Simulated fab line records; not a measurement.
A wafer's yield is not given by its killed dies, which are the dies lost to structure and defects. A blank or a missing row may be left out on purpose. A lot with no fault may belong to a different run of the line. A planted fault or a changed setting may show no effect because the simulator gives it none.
fab line records	flow gf180mcu	part 1 of 2: steps 1 to 26 of 37
record lots=5	wafers=15	last_day=34
route steps=602 shown VT_IMPLANT@132 MVSD@136 NWELL@137 LVPWELL@138 MVPSD@139 DUAL_GATE@141 POLY_GATE@157
lots untouched by any fault: they come from a run of this same line in which no faults occurred
start_h: hours from the record's opening day to when the first of the lot's shown wafers began	wait_h: hours since the lot's step before	" as in the row above	L1.1+2: a single row standing in for several wafers	- either no value or no given start	* or withheld: withheld	< > ~ a bound
route shown NAME@n: NAME is a module with steps in the file, n the number in the route of the first one	usual: mean/standard deviation taken from wafers without a fault	same: alike in all rows	chamber/n: place in a boat	sites: each site's reading	_std_site: their standard deviation	_edge_site: mean of outer sites minus mean of inner sites	radius_mm: how far each site lies from the wafer's centre	mask NAME#n: copy n	behind: the tool/chamber that last shaped the wafer	hold: the reason the lot was held/the length of the hold in hours/how it ended	device: whichever transistor did not switch (one of n, p or np)	end of line: tests run on the same wafers once the route is complete	a step given without rows: its recipe and nothing more	killed: dies lost to structure and defects at the first sort, not the wafer's yield	map: a wafer's dies, x killed, . not, _ none there
set.NAME: the setting the step ran with; set.NAME@STEP: the setting that earlier step ran with	model.NAME: the simulator's own value behind a step, which no gauge read
lots at some steps of the route; a table a step, a row a wafer
services: from which hour (start_h, from the record's first day; less than 0 if before it) a tool's chamber was out of use, for how many hours, and why
## steps
# step GF_VT_IMPLANT_STRIP_42
# recipe chemistry=O2/N2	power_w=1400	pressure_mtorr=1500	platen_temp_c=250	o2_flow_sccm=3000	n2_flow_sccm=300	overash_fraction=0.5
# usual drypump_motor_current_A=5.7/0.51	heater_power_w=320/24	n2_flow_sccm=300.0/0.84	oes_product_au=0.715/0.005	strip_time_to_endpoint_s=12.64/0.035
lot.wafer	tool	chamber	start_h	wait_h	drypump_motor_current_A	heater_power_w	n2_flow_sccm	oes_product_au	rf_hours_counter_h	strip_time_to_endpoint_s
L079.1	plasma_asher-04	0	189.32	0.1	4.8	303	299.6	0.704	54	12.65
L079.5	"	0	"	"	4.8	285	299.0	0.717	-	12.59
L079.6	"	1	"	"	6.1	283	299.1	0.718	-	12.64
L085.1	plasma_asher-01	0	230.12	0.1	5.5	352	299.2	0.706	47	12.63
L085.2	"	1	"	"	5.7	310	300.7	0.712	47	12.62
L085.4	"	0	"	"	5.5	351	299.8	0.718	-	12.65
L088.2	plasma_asher-01	0	249.03	0.1	5.5	355	300.1	0.712	50	12.62
L088.3	"	0	"	"	5.5	350	300.3	0.719	-	12.64
L088.5	"	0	"	"	5.5	347	299.7	0.715	-	12.58
L092.1	plasma_asher-04	0	277.18	0.1	4.8	289	300.0	0.706	64	12.59
L092.3	"	1	"	"	6.1	272	302.0	0.722	-	12.58
L092.4	"	0	"	"	4.8	286	299.6	0.710	-	12.60
L095.3	plasma_asher-02	1	297.49	0.1	5.3	329	299.1	0.718	-	12.63
L095.5	"	1	"	"	5.3	317	300.7	0.721	-	12.64
L095.6	"	0	"	"	6.4	346	298.5	0.723	-	12.66
# step GF_VT_IMPLANT_TW_MEAS_43
# usual VT_IMPLANT_4_TW=695/12
lot.wafer	tool	chamber	start_h	wait_h	VT_IMPLANT_4_TW
L079.1	film_metro-01	-	189.42	0.1	709
L079.5	"	-	"	"	710
L079.6	"	-	"	"	714
L085.1	film_metro-01	-	230.22	0.1	713
L085.2	"	-	"	"	716
L085.4	"	-	"	"	715
L088.2	film_metro-01	-	249.15	0.1	711
L088.3	"	-	"	"	708
L088.5	"	-	"	"	705
L092.1	film_metro-04	-	277.28	0.1	689
L092.3	"	-	"	"	683
L092.4	"	-	"	"	686
L095.3	film_metro-01	-	297.58	0.1	708
L095.5	"	-	"	"	706
L095.6	"	-	"	"	706
# step GF_VT_IMPLANT_CLEAN_44
# recipe chemistry=SC1/SC2	mix=1:4:20	temp_c=70	time_s=150	dry=n2_spin
lot.wafer	tool	chamber	start_h	wait_h
L079.1+5+6	wet_bench-02	1	189.48	0.1
L085.1+2+4	wet_bench-03	2	230.28	0.1
L088.2+3+5	wet_bench-02	1	249.20	0.0
L092.1+3+4	wet_bench-03	2	277.34	0.1
L095.3+5+6	wet_bench-04	3	297.62	0.0
# step GF_VT_IMPLANT_RTA_45
# recipe temp_c=1050	time_s=30	ambient=N2
# usual lamp_power_pct=36.4/1.7	wafer_temp_C_max=1055.5/1.1
lot.wafer	tool	chamber	start_h	wait_h	lamp_power_pct	wafer_temp_C_max
L079.1	rtp_anneal-02	0	189.53	0.0	38.3	1054.8
L079.5	"	0	"	"	38.2	1054.6
L079.6	"	0	"	"	38.3	1055.9
L085.1	rtp_anneal-01	0	230.33	0.0	34.9	1053.9
L085.2	"	0	"	"	34.9	1054.7
L085.4	"	0	"	"	34.9	1055.3
L088.2	rtp_anneal-02	0	249.32	0.0	38.3	1056.1
L088.3	"	0	"	"	38.2	1055.7
L088.5	"	0	"	"	38.2	1055.6
L092.1	rtp_anneal-01	0	277.39	0.0	34.9	1053.9
L092.3	"	0	"	"	34.9	1056.1
L092.4	"	0	"	"	34.9	1054.4
L095.3	rtp_anneal-02	0	297.70	0.0	38.2	1056.8
L095.5	"	0	"	"	38.2	1054.1
L095.6	"	0	"	"	38.2	1057.3
# step GF_VT_IMPLANT_RS_MEAS_46
# recipe thk_meas_gauge=four-point-probe
# usual MVSD_RS=457.1/0.96
lot.wafer	tool	chamber	start_h	wait_h	MVSD_RS[ohm/sq]
L079.1	film_metro-04	-	189.63	0.1	458.9
L079.5	"	-	"	"	458.3
L079.6	"	-	"	"	458.4
L085.1	film_metro-02	-	230.43	0.1	456.1
L085.2	"	-	"	"	457.0
L085.4	"	-	"	"	457.6
L088.2	film_metro-03	-	249.42	0.1	457.6
L088.3	"	-	"	"	458.1
L088.5	"	-	"	"	458.2
L092.1	film_metro-04	-	277.49	0.1	457.5
L092.3	"	-	"	"	456.7
L092.4	"	-	"	"	457.2
L095.3	film_metro-04	-	297.81	0.1	455.7
L095.5	"	-	"	"	457.2
L095.6	"	-	"	"	456.5
# step GF_VT_IMPLANT_RS_MEAS_47
# recipe thk_meas_gauge=four-point-probe
# usual NWELL_RS=487.9/1.1
lot.wafer	tool	chamber	start_h	wait_h	NWELL_RS[ohm/sq]
L079.1	film_metro-04	-	189.75	0.1	487.0
L079.5	"	-	"	"	487.1
L079.6	"	-	"	"	486.7
L085.1	film_metro-02	-	230.55	0.1	488.0
L085.2	"	-	"	"	487.4
L085.4	"	-	"	"	486.7
L088.2	film_metro-03	-	249.54	0.1	488.8
L088.3	"	-	"	"	488.2
L088.5	"	-	"	"	487.2
L092.1	film_metro-04	-	277.61	0.1	489.3
L092.3	"	-	"	"	488.4
L092.4	"	-	"	"	489.9
L095.3	film_metro-04	-	297.93	0.1	487.6
L095.5	"	-	"	"	486.7
L095.6	"	-	"	"	490.0
# step GF_VT_IMPLANT_RS_MEAS_48
# recipe thk_meas_gauge=four-point-probe
# usual LVPWELL_RS=1198.0/2.7
lot.wafer	tool	chamber	start_h	wait_h	LVPWELL_RS[ohm/sq]
L079.1	film_metro-04	-	189.87	0.1	1199.9
L079.5	"	-	"	"	1202.8
L079.6	"	-	"	"	1199.2
L085.1	film_metro-02	-	230.67	0.1	1198.8
L085.2	"	-	"	"	1198.0
L085.4	"	-	"	"	1198.4
L088.2	film_metro-03	-	249.66	0.1	1194.8
L088.3	"	-	"	"	1196.0
L088.5	"	-	"	"	1192.9
L092.1	film_metro-04	-	277.73	0.1	1201.0
L092.3	"	-	"	"	1199.5
L092.4	"	-	"	"	1199.8
L095.3	film_metro-04	-	298.05	0.1	1199.8
L095.5	"	-	"	"	1198.9
L095.6	"	-	"	"	1200.5
# step GF_VT_IMPLANT_RS_MEAS_49
# recipe thk_meas_gauge=four-point-probe
# usual MVPSD_RS=1169.7/2.8
lot.wafer	tool	chamber	start_h	wait_h	MVPSD_RS[ohm/sq]
L079.1	film_metro-04	-	189.99	0.1	1170.5
L079.5	"	-	"	"	1170.2
L079.6	"	-	"	"	1172.2
L085.1	film_metro-02	-	230.79	0.1	1169.6
L085.2	"	-	"	"	1173.4
L085.4	"	-	"	"	1168.8
L088.2	film_metro-03	-	249.78	0.1	1170.5
L088.3	"	-	"	"	1176.2
L088.5	"	-	"	"	1175.0
L092.1	film_metro-04	-	277.85	0.1	1170.5
L092.3	"	-	"	"	1165.8
L092.4	"	-	"	"	1166.5
L095.3	film_metro-04	-	298.17	0.1	1168.8
L095.5	"	-	"	"	1167.5
L095.6	"	-	"	"	1167.7
# step GF_VT_IMPLANT_WET_ETCH_50
# recipe chemistry=dHF	target_depth_nm=20	target=SiO2	temp_c=25	dilution=100:1	time_s=400
lot.wafer	tool	chamber	start_h	wait_h
L079.1+5+6	wet_bench-02	2	190.11	0.1
L085.1+2+4	wet_bench-04	3	230.91	0.1
L088.2+3+5	wet_bench-04	0	249.88	0.1
L092.1+3+4	wet_bench-03	2	277.97	0.1
L095.3+5+6	wet_bench-04	2	298.25	0.1
# step GF_DUAL_GATE_CLEAN_00
# recipe chemistry=SC1/SC2	mix=1:4:20	temp_c=70	time_s=150
lot.wafer	tool	chamber	start_h	wait_h
L079.1+5+6	wet_bench-02	2	190.23	0.0
L085.1+2+4	wet_bench-02	1	231.05	0.0
L088.2+3+5	wet_bench-02	3	250.01	0.0
L092.1+3+4	wet_bench-04	1	278.09	0.0
L095.3+5+6	wet_bench-02	0	298.37	0.0
# step GF_DUAL_GATE_CLEAN_01
# recipe chemistry=dHF	time_s=20	dilution=100:1	dry=ipa_marangoni
lot.wafer	tool	chamber	start_h	wait_h
L079.1+5+6	wet_bench-02	0	190.28	0.0
L085.1+2+4	wet_bench-02	3	231.10	0.0
L088.2+3+5	wet_bench-03	0	250.11	0.0
L092.1+3+4	wet_bench-03	3	278.14	0.0
L095.3+5+6	wet_bench-04	2	298.42	0.0
# step GF_DUAL_GATE_OXIDATION_02
# recipe temp_c=900	ambient=O2	stabilise_s=600	purge_s=300	target_thk_a=108.87	ox_time_s=1602
# usual spike_tc_centre_C=899.6/1.6	zone_power_lower_pct=16.1/2
lot.wafer	tool	chamber	start_h	wait_h	spike_tc_centre_C	zone_power_lower_pct
L079.1	furnace-02	0	191.80	1.5	901.0	18.1
L079.5	"	0	"	"	899.5	18.4
L079.6	"	0	"	"	899.1	18.8
L085.1	furnace-02	0	231.51	0.4	901.8	18.2
L085.2	"	0	"	"	900.8	18.0
L085.4	"	0	"	"	900.8	18.8
L088.2	furnace-02	0	250.13	0.0	901.0	18.5
L088.3	"	0	"	"	901.6	18.7
L088.5	"	0	"	"	901.6	18.5
L092.1	furnace-01	0	279.93	1.8	897.4	14.4
L092.3	"	0	"	"	899.3	14.5
L092.4	"	0	"	"	899.2	14.1
L095.3	furnace-01	0	298.43	0.0	898.6	14.5
L095.5	"	0	"	"	898.7	14.5
L095.6	"	0	"	"	898.1	14.3
# step GF_DUAL_GATE_THK_MEAS_03
# recipe reads=SiO2_of_DUAL_GATE_OXIDATION_02
# usual DUAL_GATE_OXIDATION_00_THK=10.86/0.23
lot.wafer	tool	chamber	start_h	wait_h	DUAL_GATE_OXIDATION_00_THK[nm]
L079.1	film_metro-02	-	193.25	0.0	10.76
L079.5	"	-	"	"	10.76
L079.6	"	-	"	"	10.69
L085.1	film_metro-01	-	232.96	0.0	10.61
L085.2	"	-	"	"	10.64
L085.4	"	-	"	"	10.67
L088.2	film_metro-03	-	251.58	0.0	10.40
L088.3	"	-	"	"	10.27
L088.5	"	-	"	"	10.31
L092.1	film_metro-01	-	281.37	0.0	10.92
L092.3	"	-	"	"	10.89
L092.4	"	-	"	"	10.86
L095.3	film_metro-01	-	299.90	0.0	10.89
L095.5	"	-	"	"	10.76
L095.6	"	-	"	"	10.90
# step GF_DUAL_GATE_DEHYDRATE_04
# recipe temp_c=200	time_s=60
# usual exhaust_pa=45.2/1
lot.wafer	tool	chamber	start_h	wait_h	exhaust_pa
L079.1	litho_track-04	0	201.10	7.8	45.2
L079.5	"	0	"	"	44.2
L079.6	"	0	"	"	43.9
L085.1	litho_track-03	0	241.43	8.5	45.9
L085.2	"	0	"	"	45.8
L085.4	"	0	"	"	46.4
L088.2	litho_track-03	0	260.40	8.8	46.9
L088.3	"	0	"	"	46.3
L088.5	"	0	"	"	46.0
L092.1	litho_track-03	0	289.93	8.5	44.9
L092.3	"	0	"	"	44.6
L092.4	"	0	"	"	46.5
L095.3	litho_track-04	0	309.40	9.5	44.9
L095.5	"	0	"	"	45.7
L095.6	"	0	"	"	45.6
# step GF_DUAL_GATE_HMDS_05
# recipe prime_time_s=60	prime_temp_c=120
# usual exhaust_pa=45.1/0.9
lot.wafer	tool	chamber	start_h	wait_h	exhaust_pa
L079.1	litho_track-04	0	201.25	0.1	45.8
L079.5	"	0	"	"	44.0
L079.6	"	0	"	"	44.3
L085.1	litho_track-03	0	241.58	0.1	44.2
L085.2	"	0	"	"	45.2
L085.4	"	0	"	"	44.5
L088.2	litho_track-03	0	260.55	0.1	45.7
L088.3	"	0	"	"	44.0
L088.5	"	0	"	"	45.2
L092.1	litho_track-03	0	290.08	0.1	44.7
L092.3	"	0	"	"	44.0
L092.4	"	0	"	"	45.2
L095.3	litho_track-04	0	309.55	0.1	45.3
L095.5	"	0	"	"	45.3
L095.6	"	0	"	"	45.5
# step GF_DUAL_GATE_COAT_06
# recipe resist=NOVOLAK	spin_rpm=3000	resist_thk_nm=1000
# usual exhaust_pa=44.9/0.86
lot.wafer	tool	chamber	start_h	wait_h	exhaust_pa
L079.1	litho_track-04	0	201.40	0.1	44.3
L079.5	"	0	"	"	44.5
L079.6	"	0	"	"	44.8
L085.1	litho_track-03	0	241.73	0.1	45.8
L085.2	"	0	"	"	45.1
L085.4	"	0	"	"	44.5
L088.2	litho_track-03	0	260.70	0.1	43.5
L088.3	"	0	"	"	43.1
L088.5	"	0	"	"	43.8
L092.1	litho_track-03	0	290.23	0.1	44.0
L092.3	"	0	"	"	45.8
L092.4	"	0	"	"	46.2
L095.3	litho_track-04	0	309.70	0.1	45.5
L095.5	"	0	"	"	45.6
L095.6	"	0	"	"	45.7
# step GF_DUAL_GATE_SOFTBAKE_07
# recipe temp_c=90	time_s=60	resist=NOVOLAK
# usual exhaust_pa=45.2/0.86
lot.wafer	tool	chamber	start_h	wait_h	exhaust_pa
L079.1	litho_track-04	0	201.55	0.1	45.3
L079.5	"	0	"	"	44.7
L079.6	"	0	"	"	44.8
L085.1	litho_track-03	0	241.88	0.1	44.0
L085.2	"	0	"	"	45.6
L085.4	"	0	"	"	44.8
L088.2	litho_track-03	0	260.85	0.1	46.2
L088.3	"	0	"	"	47.0
L088.5	"	0	"	"	45.0
L092.1	litho_track-03	0	290.38	0.1	47.8
L092.3	"	0	"	"	45.4
L092.4	"	0	"	"	45.8
L095.3	litho_track-04	0	309.85	0.1	46.4
L095.5	"	0	"	"	45.5
L095.6	"	0	"	"	43.9
# step GF_DUAL_GATE_EXPOSE_08
# recipe mask_id=Dualgate	target_cd_nm=700	na=0.6	source_shape=conventional	sigma_outer=0.6	dose_mj=140
lot.wafer	tool	chamber	start_h	wait_h	mask
L079.1+5+6	iline_stepper-01	0	-	-	Dualgate#0
L085.1+2+4	iline_stepper-01	0	-	-	Dualgate#0
L088.2+3+5	iline_stepper-02	0	-	-	Dualgate#0
L092.1+3+4	iline_stepper-02	0	-	-	Dualgate#0
L095.3+5+6	iline_stepper-01	0	-	-	Dualgate#0
# step GF_DUAL_GATE_PEB_09
# recipe temp_c=withheld	time_s=*	resist=NOVOLAK
# usual exhaust_pa=45.1/0.99
lot.wafer	tool	chamber	start_h	wait_h	exhaust_pa
L079.1	litho_track-04	0	-	-	44.1
L079.5	"	0	"	"	44.4
L079.6	"	0	"	"	43.8
L085.1	litho_track-03	0	-	-	46.6
L085.2	"	0	"	"	45.6
L085.4	"	0	"	"	46.0
L088.2	litho_track-04	0	-	-	44.1
L088.3	"	0	"	"	43.9
L088.5	"	0	"	"	43.5
L092.1	litho_track-03	0	-	-	44.7
L092.3	"	0	"	"	45.0
L092.4	"	0	"	"	44.5
L095.3	litho_track-01	0	-	-	46.2
L095.5	"	0	"	"	45.5
L095.6	"	0	"	"	44.8
# step GF_DUAL_GATE_DEVELOP_10
# recipe develop_time_s=60	dev_temp_c=23
# usual exhaust_pa=45.0/0.94
lot.wafer	tool	chamber	start_h	wait_h	exhaust_pa
L079.1	litho_track-04	0	209.20	0.1	45.5
L079.5	"	0	"	"	44.7
L079.6	"	0	"	"	45.0
L085.1	litho_track-03	0	251.28	0.1	44.3
L085.2	"	0	"	"	44.2
L085.4	"	0	"	"	46.8
L088.2	litho_track-04	0	269.87	0.1	44.9
L088.3	"	0	"	"	46.0
L088.5	"	0	"	"	43.7
L092.1	litho_track-03	0	300.63	0.1	46.3
L092.3	"	0	"	"	44.5
L092.4	"	0	"	"	46.0
L095.3	litho_track-01	0	320.39	0.1	44.8
L095.5	"	0	"	"	46.0
L095.6	"	0	"	"	46.0
# step GF_DUAL_GATE_OVL_MEAS_11
# usual DUAL_GATE_OVL=0.3/1.3
lot.wafer	tool	chamber	start_h	wait_h	DUAL_GATE_OVL[nm]
L079.1	overlay-01	-	209.35	0.1	-0.2
L079.5	"	-	"	"	0.1
L079.6	"	-	"	"	0.6
L085.1	overlay-01	-	251.43	0.1	0.4
L085.2	"	-	"	"	-0.3
L085.4	"	-	"	"	0.1
L088.2	overlay-02	-	270.00	0.1	1.5
L088.3	"	-	"	"	1.1
L088.5	"	-	"	"	2.1
L092.1	overlay-01	-	300.78	0.1	-2.5
L092.3	"	-	"	"	-1.9
L092.4	"	-	"	"	-1.1
L095.3	overlay-01	-	320.50	0.1	1.3
L095.5	"	-	"	"	0.8
L095.6	"	-	"	"	0.2
# step GF_DUAL_GATE_WET_ETCH_12
# recipe chemistry=dHF	target_depth_nm=13	dry=n2_spin	target=SiO2	temp_c=25	dilution=100:1	time_s=260
lot.wafer	tool	chamber	start_h	wait_h
L079.1+5+6	wet_bench-03	1	209.38	0.0
L085.1+2+4	wet_bench-03	1	251.47	0.0
L088.2+3+5	wet_bench-04	2	270.03	0.0
L092.1+3+4	wet_bench-03	1	300.81	0.0
L095.3+5+6	wet_bench-03	3	320.52	0.0
# step GF_DUAL_GATE_STRIP_13
# recipe chemistry=O2/N2	power_w=1400	pressure_mtorr=1500	platen_temp_c=250	o2_flow_sccm=3000	n2_flow_sccm=300	overash_fraction=0.5
# usual drypump_motor_current_A=5.9/0.53	heater_power_w=310/34	n2_flow_sccm=299.9/0.95	oes_product_au=0.715/0.0048	strip_time_to_endpoint_s=12.64/0.036
lot.wafer	tool	chamber	start_h	wait_h	drypump_motor_current_A	heater_power_w	n2_flow_sccm	oes_product_au	rf_hours_counter_h	strip_time_to_endpoint_s
L079.1	plasma_asher-03	0	209.47	0.0	6.0	268	299.5	0.716	9	12.69
L079.5	"	0	"	"	6.0	268	299.8	0.715	-	12.66
L079.6	"	1	"	"	6.2	350	301.1	0.719	-	12.67
L085.1	plasma_asher-04	1	251.55	0.0	6.0	278	299.8	0.724	61	12.66
L085.2	"	0	"	"	4.8	290	300.1	0.715	61	12.65
L085.4	"	1	"	"	6.0	280	299.6	0.711	-	12.60
L088.2	plasma_asher-04	1	270.11	0.0	6.0	279	301.0	0.720	63	12.64
L088.3	"	1	"	"	6.1	282	300.0	0.715	-	12.63
L088.5	"	1	"	"	6.1	286	301.4	0.717	-	12.60
L092.1	plasma_asher-02	1	300.89	0.0	5.3	329	300.0	0.720	63	12.64
L092.3	"	1	"	"	5.3	322	299.9	0.710	-	12.61
L092.4	"	0	"	"	6.4	330	300.5	0.717	-	12.57
L095.3	plasma_asher-03	1	320.64	0.0	6.2	355	300.2	0.718	-	12.62
L095.5	"	1	"	"	6.2	357	298.6	0.725	-	12.62
L095.6	"	0	"	"	6.0	265	299.6	0.718	-	12.60
# step GF_DUAL_GATE_CLEAN_14
# recipe chemistry=SC1/SC2	mix=1:4:20	temp_c=70	time_s=150	dry=n2_spin
lot.wafer	tool	chamber	start_h	wait_h
L079.1+5+6	wet_bench-04	2	209.57	0.1
L085.1+2+4	wet_bench-02	1	251.65	0.1
L088.2+3+5	wet_bench-04	1	270.21	0.1
L092.1+3+4	wet_bench-04	2	300.99	0.1
L095.3+5+6	wet_bench-02	2	320.70	0.0
# step GF_DUAL_GATE_OXIDATION_15
# recipe temp_c=850	ambient=O2	stabilise_s=600	purge_s=300	target_thk_a=70.98	ox_time_s=1995
# usual spike_tc_centre_C=849.8/1.6	zone_power_lower_pct=14.7/1.8
lot.wafer	tool	chamber	start_h	wait_h	spike_tc_centre_C	zone_power_lower_pct
L079.1	furnace-02	0	209.62	0.0	850.1	16.1
L079.5	"	0	"	"	851.4	16.4
L079.6	"	0	"	"	850.5	16.5
L085.1	furnace-02	0	253.07	1.3	850.7	16.3
L085.2	"	0	"	"	850.1	16.3
L085.4	"	0	"	"	850.8	16.5
L088.2	furnace-01	0	272.96	2.7	848.1	12.5
L088.3	"	0	"	"	847.2	12.7
L088.5	"	0	"	"	848.3	12.7
L092.1	furnace-02	0	301.51	0.5	849.5	16.0
L092.3	"	0	"	"	851.5	16.2
L092.4	"	0	"	"	850.2	16.4
L095.3	furnace-01	0	320.75	0.0	847.4	12.8
L095.5	"	0	"	"	848.0	12.8
L095.6	"	0	"	"	847.8	12.8
# step GF_POLY_GATE_CVD_00
# recipe material=poly-Si	target_thk_nm=200	temp_c=620	time_s=1200	pressure_mtorr=200
# usual spike_tc_centre_C=620.7/1.2	zone_power_lower_pct=9.9/0.46
lot.wafer	tool	chamber	start_h	wait_h	spike_tc_centre_C	zone_power_lower_pct
L079.1	lpcvd-02	0	211.18	0.0	620.8	10.0
L079.5	"	0	"	"	618.4	9.9
L079.6	"	0	"	"	620.3	10.0
L085.1	lpcvd-01	1	254.63	0.0	621.8	10.7
L085.2	"	1	"	"	622.0	10.6
L085.4	"	1	"	"	620.3	10.6
L088.2	lpcvd-02	1	274.51	0.0	619.8	9.7
L088.3	"	1	"	"	620.9	9.6
L088.5	"	1	"	"	619.6	9.5
L092.1	lpcvd-02	0	303.16	0.1	619.6	9.9
L092.3	"	0	"	"	620.3	10.2
L092.4	"	0	"	"	619.7	10.1
L095.3	lpcvd-01	1	322.31	0.0	621.7	10.6
L095.5	"	1	"	"	622.4	10.4
L095.6	"	1	"	"	622.9	10.7
